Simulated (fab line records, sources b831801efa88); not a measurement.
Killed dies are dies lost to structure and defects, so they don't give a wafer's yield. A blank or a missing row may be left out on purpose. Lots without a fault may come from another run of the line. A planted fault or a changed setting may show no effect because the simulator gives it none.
Shared-tool check || flow gf180mcu || 13 lots and 39 wafers in the sample

== REASON IT WAS OPENED ==
At GF_MVPSD_TW_MEAS_11 the reading MVPSD_TW is flagged on 3 of 13 lots. No-fault wafers: 552, standard deviation 4.2.
Rule: a lot gets a flag if all its wafers with a number sit over 4 standard deviations from that mean, or if no wafer of it has a number. As for the other lots, they are considered sound.

{"lot": "L643", "measured": "day 5 07:48", "on": "film metro-04", "MVPSD_TW, wafer by wafer": "554 560 555", "flag": ""}
{"lot": "L644", "measured": "day 5 12:50", "on": "film metro-02", "MVPSD_TW, wafer by wafer": "547 548 547", "flag": ""}
{"lot": "L645", "measured": "day 5 16:53", "on": "film metro-01", "MVPSD_TW, wafer by wafer": "547 546 544", "flag": ""}
{"lot": "L646", "measured": "day 6 00:13", "on": "film metro-04", "MVPSD_TW, wafer by wafer": "557 554 557", "flag": ""}
{"lot": "L647", "measured": "day 6 07:19", "on": "film metro-01", "MVPSD_TW, wafer by wafer": "546 546 547", "flag": ""}
{"lot": "L649", "measured": "day 6 17:46", "on": "film metro-01", "MVPSD_TW, wafer by wafer": "548 548 546", "flag": ""}
{"lot": "L652", "measured": "day 7 10:28", "on": "film metro-04", "MVPSD_TW, wafer by wafer": "556 556 555", "flag": ""}
{"lot": "L655", "measured": "day 8 04:14", "on": "film metro-04", "MVPSD_TW, wafer by wafer": "366 367 367", "flag": "FLAGGED"}
{"lot": "L656", "measured": "day 8 12:53", "on": "film metro-04", "MVPSD_TW, wafer by wafer": "368 365 368", "flag": "FLAGGED"}
{"lot": "L657", "measured": "day 8 22:22", "on": "film metro-02", "MVPSD_TW, wafer by wafer": "364 365 365", "flag": "FLAGGED"}
{"lot": "L663", "measured": "day 10 09:13", "on": "film metro-02", "MVPSD_TW, wafer by wafer": "546 551 541", "flag": ""}
{"lot": "L664", "measured": "day 10 14:28", "on": "film metro-04", "MVPSD_TW, wafer by wafer": "554 552 554", "flag": ""}
{"lot": "L665", "measured": "day 10 20:08", "on": "film metro-04", "MVPSD_TW, wafer by wafer": "550 550 552", "flag": ""}
The numbers of the flagged lots are 366 on average: -186 against the usual, or -44 standard deviations.

== WHICH TOOL EACH LOT WENT THROUGH ==
The record holds 1 process step before the reading, out of a route of 602 steps. In each cell: the tool, then ch and the chambers that the sampled wafers went through, then the start.
{"lot": "L643", "flag": "", "GF_MVPSD_IMPLANT_08": "implanter-01 ch 0, day 5 07:25"}
{"lot": "L644", "flag": "", "GF_MVPSD_IMPLANT_08": "implanter-03 ch 0, day 5 12:29"}
{"lot": "L645", "flag": "", "GF_MVPSD_IMPLANT_08": "implanter-02 ch 0, day 5 16:31"}
{"lot": "L646", "flag": "", "GF_MVPSD_IMPLANT_08": "implanter-02 ch 0, day 5 23:49"}
{"lot": "L647", "flag": "", "GF_MVPSD_IMPLANT_08": "implanter-01 ch 0, day 6 06:55"}
{"lot": "L649", "flag": "", "GF_MVPSD_IMPLANT_08": "implanter-02 ch 0, day 6 17:22"}
{"lot": "L652", "flag": "", "GF_MVPSD_IMPLANT_08": "implanter-01 ch 0, day 7 10:04"}
{"lot": "L655", "flag": "FLAGGED", "GF_MVPSD_IMPLANT_08": "implanter-02 ch 0, day 8 03:50"}
{"lot": "L656", "flag": "FLAGGED", "GF_MVPSD_IMPLANT_08": "implanter-02 ch 0, day 8 12:31"}
{"lot": "L657", "flag": "FLAGGED", "GF_MVPSD_IMPLANT_08": "implanter-02 ch 0, day 8 21:59"}
{"lot": "L663", "flag": "", "GF_MVPSD_IMPLANT_08": "implanter-03 ch 0, day 10 08:49"}
{"lot": "L664", "flag": "", "GF_MVPSD_IMPLANT_08": "implanter-01 ch 0, day 10 14:05"}
{"lot": "L665", "flag": "", "GF_MVPSD_IMPLANT_08": "implanter-01 ch 0, day 10 19:44"}
What these steps do:
- GF_MVPSD_IMPLANT_08
- GF_MVPSD_TW_MEAS_11

== FLAGGED OVER TOTAL, TOOL BY TOOL (the gauges that took the reading come last) ==
{"step": "GF_MVPSD_IMPLANT_08", "tool": "implanter-01", "lots run": 5, "flagged": 0, "share of the flagged lots": "none", "sound lots run after its first flagged lot": "-"}
{"step": "GF_MVPSD_IMPLANT_08", "tool": "implanter-02", "lots run": 6, "flagged": 3, "share of the flagged lots": "all", "sound lots run after its first flagged lot": 0}
{"step": "GF_MVPSD_IMPLANT_08", "tool": "implanter-03", "lots run": 2, "flagged": 0, "share of the flagged lots": "none", "sound lots run after its first flagged lot": "-"}
{"step": "GF_MVPSD_TW_MEAS_11", "tool": "film metro-01", "lots run": 3, "flagged": 0, "share of the flagged lots": "none", "sound lots run after its first flagged lot": "-"}
{"step": "GF_MVPSD_TW_MEAS_11", "tool": "film metro-02", "lots run": 3, "flagged": 1, "share of the flagged lots": "some", "sound lots run after its first flagged lot": "1 (L663)"}
{"step": "GF_MVPSD_TW_MEAS_11", "tool": "film metro-04", "lots run": 7, "flagged": 2, "share of the flagged lots": "some", "sound lots run after its first flagged lot": "2 (L664,L665)"}

== WHAT THE TABLE PERMITS ==
All flagged lots share 1 row of the table, namely implanter-02 at GF_MVPSD_IMPLANT_08.
- implanter-02 at GF_MVPSD_IMPLANT_08 ran 6 lots, 3 of them flagged. A fault beginning between L649 (day 6 17:22), its last sound lot, and L655 (day 8 03:50), its first flagged one, fits the data. Its own readings lie more than 4 standard deviations out on every wafer of the flagged lots: dose ions cm2, faraday current uA.
Left over: one tool, implanter-02 at GF_MVPSD_IMPLANT_08.

== WHAT HAD BEEN PUT IN BY THE SIMULATOR ==
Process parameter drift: implanter-02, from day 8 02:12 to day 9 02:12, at GF_MVPSD_IMPLANT_08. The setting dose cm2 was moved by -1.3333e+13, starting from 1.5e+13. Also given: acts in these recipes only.
Lots struck among those shown: L655, L656, L657. Same finding as the rule above.
